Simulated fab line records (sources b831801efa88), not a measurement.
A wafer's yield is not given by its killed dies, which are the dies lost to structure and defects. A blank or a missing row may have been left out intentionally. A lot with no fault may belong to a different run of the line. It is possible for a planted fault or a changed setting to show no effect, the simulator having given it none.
fab line records	flow sky130
record lots=14	wafers=42	last-day=51
route steps=708 shown FIELD_ISO@24 PWDE@55 NWELL@62
lots that met no fault: taken from a fault-free run of the same line
start-h: hours from the record's first day to the start of the lot's first wafer shown	wait-h: hours elapsed since this lot's preceding step	" repeats the value in the row above	L1.1+2: several wafers, shown together as one row	- no value present, or no start provided	* or withheld: withheld	< > ~ a bound
route shown NAME@n: a module of which the file shows steps, and the number in the route of the first	usual: the fault-free wafers' mean and standard deviation	same: alike in all rows	chamber/n: place in a boat	sites: readings site by site	_std_site: standard deviation across them	_edge_site: mean of outer sites minus mean of inner sites	radius-mm: for every site, how far away it sits from the centre of the wafer	mask NAME#n: copy n	behind: the last tool/chamber to shape the wafer	hold: the reason the lot was held/the length of the hold in hours/how it ended	device: whichever transistor did not switch (one of n, p or np)	end of line: at the end of the route, the tests of the same wafers	for a step that has no rows: nothing shown but its recipe	killed: not the wafer's yield, but the dies lost to structure and defects at the first sort	map: dies across one wafer; x = killed, . = not, _ = none there
set.NAME: the setting that was run; set.NAME@STEP: the one run at that earlier step	model.NAME: the simulator's own value behind a step, which no gauge read
steps of the route over a sample of lots; a table a step, a row a wafer
services: from which hour (start-h, from the record's first day; less than 0 if before it) a tool's chamber was out of use, for how many hours, and why
## steps
# step SKY_FIELD_ISO_THK_MEAS_23
# recipe reads=SiO2_of_FIELD_ISO_OXIDATION_22
# usual FIELD_ISO_OXIDATION_01_THK=9.94/0.16
lot.wafer	tool	chamber	start-h	wait-h	FIELD_ISO_OXIDATION_01_THK[nm]
L624.1	film-metro-02	-	29.06	0.0	9.75
L624.2	"	-	"	"	9.75
L624.3	"	-	"	"	9.74
L625.2	film-metro-01	-	52.54	0.0	10.00
L625.3	"	-	"	"	9.95
L625.6	"	-	"	"	10.02
L627.1	film-metro-01	-	53.70	0.0	10.18
L627.4	"	-	"	"	10.18
L627.5	"	-	"	"	10.28
L629.3	film-metro-02	-	58.55	0.0	10.08
L629.4	"	-	"	"	9.82
L629.5	"	-	"	"	10.03
L630.3	film-metro-01	-	62.39	0.0	10.37
L630.5	"	-	"	"	10.20
L630.6	"	-	"	"	10.21
L631.1	film-metro-01	-	69.84	0.0	9.97
L631.3	"	-	"	"	9.78
L631.6	"	-	"	"	9.83
L632.2	film-metro-01	-	71.19	0.0	9.95
L632.4	"	-	"	"	10.12
L632.5	"	-	"	"	10.11
L633.1	film-metro-01	-	79.79	0.0	10.01
L633.2	"	-	"	"	9.83
L633.5	"	-	"	"	9.91
L634.3	film-metro-02	-	79.81	0.0	10.16
L634.4	"	-	"	"	9.96
L634.6	"	-	"	"	10.08
L635.1	film-metro-01	-	87.38	0.0	9.97
L635.2	"	-	"	"	10.04
L635.3	"	-	"	"	9.99
L644.1	film-metro-01	-	136.98	0.0	9.82
L644.2	"	-	"	"	9.82
L644.3	"	-	"	"	9.73
L645.1	film-metro-03	-	146.75	0.0	9.93
L645.3	"	-	"	"	9.95
L645.6	"	-	"	"	9.67
L646.1	film-metro-02	-	154.98	0.1	9.85
L646.3	"	-	"	"	9.94
L646.4	"	-	"	"	9.84
L647.1	film-metro-01	-	154.98	0.1	9.58
L647.2	"	-	"	"	9.87
L647.4	"	-	"	"	9.56
# step SKY_PWDE_TW_MEAS_10
# usual PWDE_TW=373.7/2.4
lot.wafer	tool	chamber	start-h	wait-h	PWDE_TW
L624.1	film-metro-04	-	70.25	0.1	372.9
L624.2	"	-	"	"	371.5
L624.3	"	-	"	"	371.8
L625.2	film-metro-01	-	89.97	0.1	377.1
L625.3	"	-	"	"	377.6
L625.6	"	-	"	"	374.5
L627.1	film-metro-01	-	91.11	0.1	376.4
L627.4	"	-	"	"	376.0
L627.5	"	-	"	"	376.8
L629.3	film-metro-03	-	93.17	0.1	370.9
L629.4	"	-	"	"	372.5
L629.5	"	-	"	"	372.7
L630.3	film-metro-04	-	101.58	0.1	371.5
L630.5	"	-	"	"	369.9
L630.6	"	-	"	"	370.9
L631.1	film-metro-01	-	112.06	0.1	375.2
L631.3	"	-	"	"	376.2
L631.6	"	-	"	"	376.8
L632.2	film-metro-03	-	115.56	0.1	372.9
L632.4	"	-	"	"	375.2
L632.5	"	-	"	"	375.8
L633.1	film-metro-03	-	119.60	0.1	373.0
L633.2	"	-	"	"	374.1
L633.5	"	-	"	"	373.6
L634.3	film-metro-01	-	121.17	0.1	375.2
L634.4	"	-	"	"	376.1
L634.6	"	-	"	"	375.9
L635.1	film-metro-01	-	128.10	0.1	375.9
L635.2	"	-	"	"	375.6
L635.3	"	-	"	"	375.5
L644.1	film-metro-04	-	187.35	0.1	369.6
L644.2	"	-	"	"	370.1
L644.3	"	-	"	"	371.9
L645.1	film-metro-03	-	205.95	0.1	372.0
L645.3	"	-	"	"	372.3
L645.6	"	-	"	"	370.7
L646.1	film-metro-03	-	215.80	0.1	372.2
L646.3	"	-	"	"	374.1
L646.4	"	-	"	"	371.8
L647.1	film-metro-04	-	215.81	0.1	373.4
L647.2	"	-	"	"	372.4
L647.4	"	-	"	"	371.7
# step SKY_NWELL_DEVELOP_09
# recipe wall-angle-deg=90	developer=TMAH	develop-time-s=60	dev-temp-c=23
# usual developer-temp-C=22.96/0.11	exhaust-pa=45.2/0.74
lot.wafer	tool	chamber	start-h	wait-h	developer-temp-C	exhaust-pa
L624.1	litho-track-01	0	86	-	22.99	44.8
L624.2	"	0	"	"	22.99	45.8
L624.3	"	0	"	"	22.85	46.0
L625.2	litho-track-03	0	107	-	23.38	46.8
L625.3	"	0	"	"	22.82	44.8
L625.6	"	0	"	"	22.98	45.1
L627.1	litho-track-04	0	108	-	22.80	43.9
L627.4	"	0	"	"	22.96	44.5
L627.5	"	0	109	-	23.02	44.8
L629.3	litho-track-03	0	111	-	22.98	46.3
L629.4	"	0	"	"	22.85	44.2
L629.5	"	0	"	"	22.95	44.9
L630.3	litho-track-03	0	119	-	22.97	44.8
L630.5	"	0	"	"	23.19	46.7
L630.6	"	0	"	"	22.93	44.9
L631.1	litho-track-01	0	130	-	22.92	44.3
L631.3	"	0	"	"	22.97	44.5
L631.6	"	0	"	"	22.93	45.0
L632.2	litho-track-03	0	134	-	22.93	43.8
L632.4	"	0	"	"	23.00	44.9
L632.5	"	0	"	"	23.04	44.9
L633.1	litho-track-03	0	138	-	22.95	46.1
L633.2	"	0	"	"	22.78	45.2
L633.5	"	0	"	"	22.89	43.8
L634.3	litho-track-03	0	140	-	23.09	44.7
L634.4	"	0	"	"	23.28	44.8
L634.6	"	0	"	"	23.21	45.8
L635.1	litho-track-01	0	146	-	22.97	45.0
L635.2	"	0	"	"	23.16	45.9
L635.3	"	0	"	"	23.02	45.6
L644.1	litho-track-04	0	209	-	22.88	44.5
L644.2	"	0	"	"	22.86	45.2
L644.3	"	0	"	"	22.83	45.5
L645.1	litho-track-01	0	228	-	22.85	44.0
L645.3	"	0	"	"	22.91	43.5
L645.6	"	0	"	"	22.92	45.2
L646.1	litho-track-01	0	238	-	23.05	44.3
L646.3	"	0	"	"	22.98	45.8
L646.4	"	0	"	"	23.06	45.5
L647.1	litho-track-03	0	238	-	22.83	45.0
L647.2	"	0	"	"	23.03	45.5
L647.4	"	0	"	"	22.90	45.6
# step SKY_NWELL_OVL_MEAS_10
# usual NWELL_00_OVL=0.8/1.4
lot.wafer	tool	chamber	start-h	wait-h	NWELL_00_OVL[nm]
L624.1	overlay-01	-	86.16	-	0.9
L624.2	"	-	"	"	1.2
L624.3	"	-	"	"	0.9
L625.2	overlay-01	-	107.22	-	1.1
L625.3	"	-	"	"	0.5
L625.6	"	-	"	"	1.5
L627.1	overlay-01	-	109.06	-	-0.3
L627.4	"	-	"	"	-0.3
L627.5	"	-	"	"	-0.2
L629.3	overlay-01	-	111.23	-	1.3
L629.4	"	-	"	"	0.9
L629.5	"	-	"	"	-2.1
L630.3	overlay-01	-	119.93	-	0.0
L630.5	"	-	"	"	0.3
L630.6	"	-	"	"	1.6
L631.1	overlay-01	-	130.71	-	-0.4
L631.3	"	-	"	"	-0.3
L631.6	"	-	"	"	1.0
L632.2	overlay-01	-	134.27	-	-1.0
L632.4	"	-	"	"	-0.3
L632.5	"	-	"	"	-0.7
L633.1	overlay-01	-	138.27	-	-
L633.2	"	-	"	"	-
L633.5	"	-	"	"	-
L634.3	overlay-01	-	140.33	-	-
L634.4	"	-	"	"	-
L634.6	"	-	"	"	-
L635.1	overlay-02	-	146.76	-	-0.8
L635.2	"	-	"	"	-0.1
L635.3	"	-	"	"	-1.0
L644.1	overlay-02	-	209.71	-	1.8
L644.2	"	-	"	"	1.1
L644.3	"	-	"	"	0.4
L645.1	overlay-01	-	228.46	-	-0.1
L645.3	"	-	"	"	2.5
L645.6	"	-	"	"	0.1
L646.1	overlay-01	-	238.71	-	3.3
L646.3	"	-	"	"	2.1
L646.4	"	-	"	"	2.2
L647.1	overlay-01	-	239.02	-	0.4
L647.2	"	-	"	"	-0.3
L647.4	"	-	"	"	-0.2
# step SKY_NWELL_TW_MEAS_15
# usual NWELL_TW=1818/10
lot.wafer	tool	chamber	start-h	wait-h	NWELL_TW
L624.1	film-metro-01	-	86.74	0.1	1827
L624.2	"	-	"	"	1828
L624.3	"	-	"	"	1824
L625.2	film-metro-03	-	107.81	0.1	1818
L625.3	"	-	"	"	1807
L625.6	"	-	"	"	1815
L627.1	film-metro-04	-	109.65	0.1	1804
L627.4	"	-	"	"	1805
L627.5	"	-	"	"	1805
L629.3	film-metro-04	-	111.82	0.1	1798
L629.4	"	-	"	"	1807
L629.5	"	-	"	"	1803
L630.3	film-metro-03	-	120.52	0.1	1817
L630.5	"	-	"	"	1829
L630.6	"	-	"	"	1832
L631.1	film-metro-01	-	131.29	0.1	1832
L631.3	"	-	"	"	1829
L631.6	"	-	"	"	1824
L632.2	film-metro-04	-	134.86	0.1	1813
L632.4	"	-	"	"	1813
L632.5	"	-	"	"	1806
L633.1	film-metro-03	-	138.85	0.1	1779
L633.2	"	-	"	"	1784
L633.5	"	-	"	"	1792
L634.3	film-metro-04	-	140.92	0.1	1769
L634.4	"	-	"	"	1753
L634.6	"	-	"	"	1763
L635.1	film-metro-04	-	147.34	0.1	1817
L635.2	"	-	"	"	1807
L635.3	"	-	"	"	1811
L644.1	film-metro-04	-	210.30	0.1	1811
L644.2	"	-	"	"	1808
L644.3	"	-	"	"	1811
L645.1	film-metro-01	-	229.04	0.1	1830
L645.3	"	-	"	"	1835
L645.6	"	-	"	"	1827
L646.1	film-metro-03	-	239.29	0.1	1827
L646.3	"	-	"	"	1820
L646.4	"	-	"	"	1830
L647.1	film-metro-01	-	239.60	0.1	1822
L647.2	"	-	"	"	1821
L647.4	"	-	"	"	1826
# step SKY_NWELL_RS_MEAS_29
# recipe thk-meas-gauge=four-point-probe
# usual NWELL_RS=623.9/1.7
lot.wafer	tool	chamber	start-h	wait-h	NWELL_RS[ohm/sq]
L624.1	film-metro-04	-	104.41	0.1	622.3
L624.2	"	-	"	"	621.0
L624.3	"	-	"	"	622.1
L625.2	film-metro-01	-	126.83	0.1	623.5
L625.3	"	-	"	"	623.1
L625.6	"	-	"	"	623.1
L627.1	film-metro-04	-	128.11	0.1	623.1
L627.4	"	-	"	"	624.3
L627.5	"	-	"	"	624.4
L629.3	film-metro-04	-	131.05	0.1	624.2
L629.4	"	-	"	"	626.1
L629.5	"	-	"	"	624.0
L630.3	film-metro-03	-	139.85	0.1	622.5
L630.5	"	-	"	"	622.8
L630.6	"	-	"	"	624.3
L631.1	film-metro-03	-	149.95	0.1	624.8
L631.3	"	-	"	"	623.4
L631.6	"	-	"	"	621.8
L632.2	film-metro-01	-	153.23	0.1	624.7
L632.4	"	-	"	"	624.4
L632.5	"	-	"	"	624.1
L633.1	film-metro-04	-	157.90	0.1	621.1
L633.2	"	-	"	"	621.5
L633.5	"	-	"	"	620.1
L634.3	film-metro-04	-	159.45	0.1	621.0
L634.4	"	-	"	"	622.3
L634.6	"	-	"	"	622.8
L635.1	film-metro-04	-	165.46	0.1	621.7
L635.2	"	-	"	"	623.0
L635.3	"	-	"	"	621.6
L644.1	film-metro-04	-	233.16	0.1	621.3
L644.2	"	-	"	"	621.3
L644.3	"	-	"	"	620.4
L645.1	film-metro-03	-	253.41	0.1	625.2
L645.3	"	-	"	"	625.5
L645.6	"	-	"	"	626.5
L646.1	film-metro-03	-	263.72	0.1	623.1
L646.3	"	-	"	"	623.5
L646.4	"	-	"	"	622.6
L647.1	film-metro-04	-	264.06	0.1	622.5
L647.2	"	-	"	"	623.0
L647.4	"	-	"	"	623.9
## services
tool	chamber	start-h	hours	kind
litho-track-04	-	218.55	-	consumable-replace:filter
## key
first-sign step=SKY_NWELL_OVL_MEAS_10	reading=NWELL_00_OVL	direction=missing
effect step=SKY_NWELL_TW_MEAS_15	reading=NWELL_TW	direction=down	sigmas=4.4	usual=1818	struck=1773
met-at SKY_NWELL_DEVELOP_09
struck-lots L633,L634
sort-left-out L633.1,L633.2,L633.5,L634.3,L634.4,L634.6
tester-left-out L633,L634
not-acting-at SKY_FIELD_ISO_THK_MEAS_23,SKY_PWDE_TW_MEAS_10,SKY_NWELL_RS_MEAS_29
onset-between 134 138
fault kind=process-parameter-drift	tool=litho-track-03	chamber=-	onset-h=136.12	steps=SKY_NWELL_DEVELOP_09	channel=develop-time-s	offset=*	shape=step	end-h=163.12	acts-in=*	stated=*
# tester-left-out: of these lots the tester's yield and bins aren't shown, on N5 and GAA mostly nor the transistor test; their killed dies are dies lost to structure and defects alone, not to doping, threshold or leakage, so they don't give the yield
# sort-left-out: the simulated sort isn't trusted on such a fault, so these wafers' sort isn't shown, and their yield isn't known
